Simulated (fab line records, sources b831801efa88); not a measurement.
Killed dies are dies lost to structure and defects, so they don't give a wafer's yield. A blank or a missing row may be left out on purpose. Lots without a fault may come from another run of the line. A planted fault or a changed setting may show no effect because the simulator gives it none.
Problem report in the 8D (eight disciplines) form, filled by code | flow gf180mcu | the parts of the form that need people (team, actions taken, sign-off) are left out

1. THE PROBLEM
STI_CVD_03_THK at GF_STI_THK_MEAS_04 reads a mean of 164.8 nm on 3 wafers of 1 lot; wafers without a fault read 206.3 nm with a standard deviation of 2.4. That is -17 standard deviations from the usual mean.
First seen on wafer L883.1, day 4 11:34, on film_metro-04. The record holds 36 wafers of 12 lots with a number at this step. Rule for "out", or "out of limits": more than 4 standard deviations from the usual mean. The other wafers with a number count as sound.

2. WHAT IT IS AND WHAT IT IS NOT
question                    | is                     | is not
which readings at this step | STI_CVD_03_THK         | -
which lots                  | L883                   | L869, L871, L872, L874, L876, L877, L878, L880, L881, L885, L892
which wafers of those lots  | all that have a number | -
read on which gauges        | film_metro-04          | film_metro-01, film_metro-02
when                        | from day 4 11:34       | up to then (27 sound wafers); but 6 sound wafers of L885, L892 came after

3. SUSPECTS, AND WHAT RULES EACH OUT
Counting: a tool at a process step up to the reading stays a suspect if it ran every lot that is out and no sound lot after the first of them.
- the gauge at GF_STI_THK_MEAS_04: ruled out. All the wafers that are out were read on film_metro-04, but those of them that GF_STI_CVD_03 has rows for are out there too, on other tools.
- lpcvd-01 at GF_STI_CVD_03 (deposits Si3N4 from DCS/NH3, target thk 207.16 nm, time 3551 s): kept. It ran the lot that is out, L883 (day 4 09:34), and no sound lot after that; its last sound lot up to then is L881 (day 3 23:34). Its own readings are out on those wafers: spike_tc_centre_C, spike_tc_lower_C, spike_tc_upper_C, susceptor_temp_C.
Left after counting: lpcvd-01 at GF_STI_CVD_03.

4. THE CAUSE (what the simulator had put in)
Process parameter drift: lpcvd-01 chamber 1, from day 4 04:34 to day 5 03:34, at GF_STI_CVD_03. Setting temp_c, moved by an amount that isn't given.
Counting left only this tool.

5. THE CHAIN OF EFFECTS, in route order
Each row: a reading whose mean over the struck wafers that have a number lies more than 3 standard deviations from the usual. Only readings for which the record gives a usual standard deviation are gone through. hours: the time from each lot's start at the first step in this table that gives one to its start at this step, as a median over the lots. sigmas: the change in usual standard deviations.
hours | step               | reading            | usual      | on struck wafers | change | sigmas
0     | GF_STI_CVD_03      | spike_tc_bottom_C  | 792 C      | 780              | -12    | -3.4
0     | GF_STI_CVD_03      | spike_tc_centre_C  | 770.3 C    | 759.4            | -10.9  | -9.1
0     | GF_STI_CVD_03      | spike_tc_lower_C   | 770.4 C    | 758.7            | -11.7  | -11
0     | GF_STI_CVD_03      | spike_tc_upper_C   | 770.2 C    | 757.0            | -13.2  | -8.8
0     | GF_STI_CVD_03      | susceptor_temp_C   | 770.0 C    | 758.8            | -11.2  | -32
2     | GF_STI_THK_MEAS_04 | STI_CVD_03_THK     | 206.3 nm   | 164.8            | -41.5  | -17
16    | GF_STI_ETCH_13     | oes_product_au     | 0.831 a.u. | 0.736            | -0.095 | -14
16    | GF_STI_ETCH_13     | throttle_valve_pct | 8.810 %    | 8.777            | -0.033 | -3.8
The process steps in it:
- GF_STI_CVD_03: deposits Si3N4 from DCS/NH3, target thk 207.16 nm, time 3551 s.
- GF_STI_ETCH_13: etches the open film in CHF3/O2, stops on Si, target depth 282.31 nm, time 112.9 s.
Later measuring or inspecting steps at which every struck wafer that the step has a row for has a number for every such reading, and none has moved that far: GF_LVPWELL_OVL_MEAS_07, GF_LVPWELL_TW_MEAS_11, GF_MVPSD_OVL_MEAS_07.

6. WHAT WOULD HAVE CAUGHT IT SOONER
In this record the first reading out of limits at a measuring or inspecting step was taken at day 4 11:34, 7 hours after the fault began at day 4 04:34.
The tool's own readings at GF_STI_CVD_03 were out on every struck wafer that the step has a row for (spike_tc_centre_C, spike_tc_lower_C, spike_tc_upper_C, susceptor_temp_C): an alarm limit on them would have fired on the first of those.
All the lots that are out (1) had begun GF_STI_CVD_03 on lpcvd-01 by day 4 11:34. A hold on the tool at that time would have spared none of them.
